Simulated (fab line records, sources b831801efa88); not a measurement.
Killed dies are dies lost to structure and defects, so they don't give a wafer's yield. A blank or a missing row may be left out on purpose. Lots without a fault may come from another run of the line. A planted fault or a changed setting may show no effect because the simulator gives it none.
Which tool did it? | flow sky130 | 11 lots, 33 wafers sampled, at 5 steps of a route of 708

WHAT THE GAUGES READ, wafer by wafer
SKY_VT_ADJUST_HVTP_TW_MEAS_11.
lot  | measured     | on            | VT_ADJUST_HVTP_TW
L930 | day 6 19:59  | film_metro-04 | 1356 1358 1358
L931 | day 7 04:51  | film_metro-03 | 1373 1370 1372
L934 | day 7 22:07  | film_metro-04 | 1516 1521 1521 1521 1523 1524
L935 | day 8 04:42  | film_metro-02 | 1543 1548 1545 1550 1553 1543
L941 | day 9 18:04  | film_metro-04 | 1362 1359 1357
L944 | day 10 15:05 | film_metro-02 | 1374 1378 1386
L945 | day 10 19:54 | film_metro-03 | 1367 1362 1369
L946 | day 11 05:00 | film_metro-03 | 1361 1366 1365
L947 | day 11 12:29 | film_metro-03 | 1368 1352 1365
L949 | day 11 22:41 | film_metro-04 | 1361 1364 1364
L950 | day 12 04:07 | film_metro-04 | 1353 1356 1347

SKY_VT_ADJUST_LVTN_OVL_MEAS_07.
lot  | measured     | on         | VT_ADJUST_LVTN_OVL (nm)
L930 | day 7 15:23  | overlay-01 | 1.7 0.7 0.9
L931 | day 8 00:38  | overlay-01 | 0.3 0.3 0.9
L934 | day 8 18:35  | overlay-02 | 0.8 0.0 -1.8
L935 | day 9 01:17  | overlay-01 | 1.5 -0.9 -0.7
L941 | day 10 15:38 | overlay-01 | 0.9 -1.6 0.9
L944 | day 11 14:29 | overlay-02 | -0.4 -3.2 -1.9
L945 | day 11 20:17 | overlay-02 | 0.7 -0.7 0.8
L946 | day 12 05:02 | overlay-02 | -1.9 -1.8 1.7
L947 | day 12 11:32 | overlay-01 | 2.0 0.9 -0.4
L949 | day 12 23:20 | overlay-02 | -1.0 0.4 -0.1
L950 | day 13 04:53 | overlay-01 | 0.8 0.0 -1.0

WHICH TOOL RAN EACH LOT (tool, then ch and the chambers of the sampled wafers, then the start)
lot  | SKY_PWDE_STRIP_09                   | SKY_NWELL_STRIP_14                   | SKY_VT_ADJUST_HVTP_IMPLANT_09
L930 | plasma_asher-01 ch 0,1, day 4 11:35 | plasma_asher-01 ch 0,1, day 5 05:47  | implanter-04 ch 0, day 6 19:44
L931 | plasma_asher-01 ch 0,1, day 4 20:16 | plasma_asher-02 ch 1, day 5 14:58    | implanter-04 ch 0, day 7 04:36
L934 | plasma_asher-03 ch 0,1, day 5 12:37 | plasma_asher-03 ch 0,1, day 6 06:45  | implanter-04 ch 0, day 7 21:54
L935 | plasma_asher-04 ch 0,1, day 5 16:58 | plasma_asher-02 ch 0,1, day 6 12:02  | implanter-04 ch 0, day 8 04:27
L941 | plasma_asher-03 ch 0,1, day 7 02:31 | plasma_asher-03 ch 0,1, day 7 22:16  | implanter-01 ch 0, day 9 17:51
L944 | plasma_asher-01 ch 0,1, day 7 20:53 | plasma_asher-02 ch 0,1, day 8 18:43  | implanter-01 ch 0, day 10 14:50
L945 | plasma_asher-04 ch 1, day 8 03:23   | plasma_asher-01 ch 0, day 9 00:40    | implanter-01 ch 0, day 10 19:39
L946 | plasma_asher-03 ch 0,1, day 8 10:31 | plasma_asher-02 ch 0,1, day 9 08:07  | implanter-01 ch 0, day 11 04:45
L947 | plasma_asher-01 ch 0,1, day 8 15:28 | plasma_asher-01 ch 0,1, day 9 13:58  | implanter-04 ch 0, day 11 12:10
L949 | plasma_asher-04 ch 0, day 9 02:46   | plasma_asher-01 ch 0,1, day 10 01:16 | implanter-04 ch 0, day 11 22:26
L950 | plasma_asher-04 ch 0,1, day 9 06:14 | plasma_asher-01 ch 0,1, day 10 05:20 | implanter-03 ch 0, day 12 03:52
- SKY_PWDE_STRIP_09: strips in O2/N2.
- SKY_NWELL_STRIP_14: strips in O2/N2.
- SKY_VT_ADJUST_HVTP_IMPLANT_09

WHAT THE TOOLS THEMSELVES READ (means of the sampled wafers that have a number; where no wafer has one, the mark that the record gives instead)
SKY_PWDE_STRIP_09.
lot  | tool            | drypump_motor_current_A (A) | o2_flow_sccm (sccm) | oes_product_au (a.u.) | strip_time_to_endpoint_s (s)
L930 | plasma_asher-01 | 5.4                         | 2988                | 0.724                 | 36.98
L931 | plasma_asher-01 | 5.6                         | 3000                | 0.719                 | 37.06
L934 | plasma_asher-03 | 5.5                         | 3006                | 0.726                 | 36.99
L935 | plasma_asher-04 | 6.1                         | 2993                | 0.724                 | 36.97
L941 | plasma_asher-03 | 5.6                         | 2994                | 0.725                 | 36.94
L944 | plasma_asher-01 | 5.3                         | 3001                | 0.722                 | 36.97
L945 | plasma_asher-04 | 6.1                         | 3004                | 0.721                 | 36.92
L946 | plasma_asher-03 | 5.6                         | 3006                | 0.722                 | 36.84
L947 | plasma_asher-01 | 5.6                         | 3000                | 0.721                 | 36.96
L949 | plasma_asher-04 | 6.2                         | 3012                | 0.723                 | 36.96
L950 | plasma_asher-04 | 6.1                         | 3003                | 0.722                 | 37.07

SKY_NWELL_STRIP_14.
lot  | tool            | drypump_motor_current_A (A) | o2_flow_sccm (sccm) | oes_product_au (a.u.) | strip_time_to_endpoint_s (s)
L930 | plasma_asher-01 | 5.6                         | 2994                | 0.721                 | 36.94
L931 | plasma_asher-02 | 5.7                         | 3006                | 0.721                 | 36.95
L934 | plasma_asher-03 | 5.6                         | 3001                | 0.722                 | 36.86
L935 | plasma_asher-02 | 6.0                         | 2992                | 0.725                 | 37.11
L941 | plasma_asher-03 | 5.6                         | 2997                | 0.722                 | 36.90
L944 | plasma_asher-02 | 6.0                         | 3000                | 0.722                 | 37.01
L945 | plasma_asher-01 | 5.0                         | 3005                | 0.720                 | 37.09
L946 | plasma_asher-02 | 5.8                         | 2996                | 0.722                 | 37.00
L947 | plasma_asher-01 | 5.3                         | 3002                | 0.728                 | 36.98
L949 | plasma_asher-01 | 5.6                         | 2999                | 0.723                 | 36.92
L950 | plasma_asher-01 | 5.3                         | 2987                | 0.725                 | 37.01

SKY_VT_ADJUST_HVTP_IMPLANT_09.
lot  | tool         | dose_ions_cm2 | faraday_current_uA
L930 | implanter-04 | 4.303e+12     | 23.7
L931 | implanter-04 | 4.293e+12     | 24.2
L934 | implanter-04 | 6.149e+12     | 34.5
L935 | implanter-04 | 6.139e+12     | 34.7
L941 | implanter-01 | 4.297e+12     | 24.4
L944 | implanter-01 | 4.297e+12     | 24.4
L945 | implanter-01 | 4.304e+12     | 24.2
L946 | implanter-01 | 4.302e+12     | 24.7
L947 | implanter-04 | 4.296e+12     | 24.4
L949 | implanter-04 | 4.301e+12     | 24.4
L950 | implanter-03 | 4.296e+12     | 24.8

THE ANSWER, worked out from the rows above alone
Rule: what is usual is taken from the lots themselves. Put in order of their means at a reading, lots are off if they are a third of the lots or fewer, leave a main group of 4 or more, and stand apart from it by a gap of 3 or more times the standard deviation of the main group's means; of several such gaps the widest counts. A main group whose means are all the same, to the digits that the tables above print for the reading, isn't used. A lot without any number at a reading at which 4 lots or more have one is off too. The other lots that the step has rows for count as sound. The gauges are gone through in route order, then the tools' own readings, and for those a lot's mean is taken as printed above. The first step at which some lot is off is used, and at that step the reading that is off furthest; a lot without a number counts as furthest.
Off: L934, L935, at SKY_VT_ADJUST_HVTP_TW_MEAS_11 (VT_ADJUST_HVTP_TW). The main group: mean 1364, standard deviation 7.6.
A tool fits if, at a process step before that reading, it ran every lot that is off, and no sound lot after the first of them. The gauges at SKY_VT_ADJUST_HVTP_TW_MEAS_11 aren't tried: what is off there is off at SKY_VT_ADJUST_HVTP_IMPLANT_09 too, on other tools, and a gauge's error can't cause that. None of those tried fits.

WHAT THE SIMULATOR HAD PUT IN
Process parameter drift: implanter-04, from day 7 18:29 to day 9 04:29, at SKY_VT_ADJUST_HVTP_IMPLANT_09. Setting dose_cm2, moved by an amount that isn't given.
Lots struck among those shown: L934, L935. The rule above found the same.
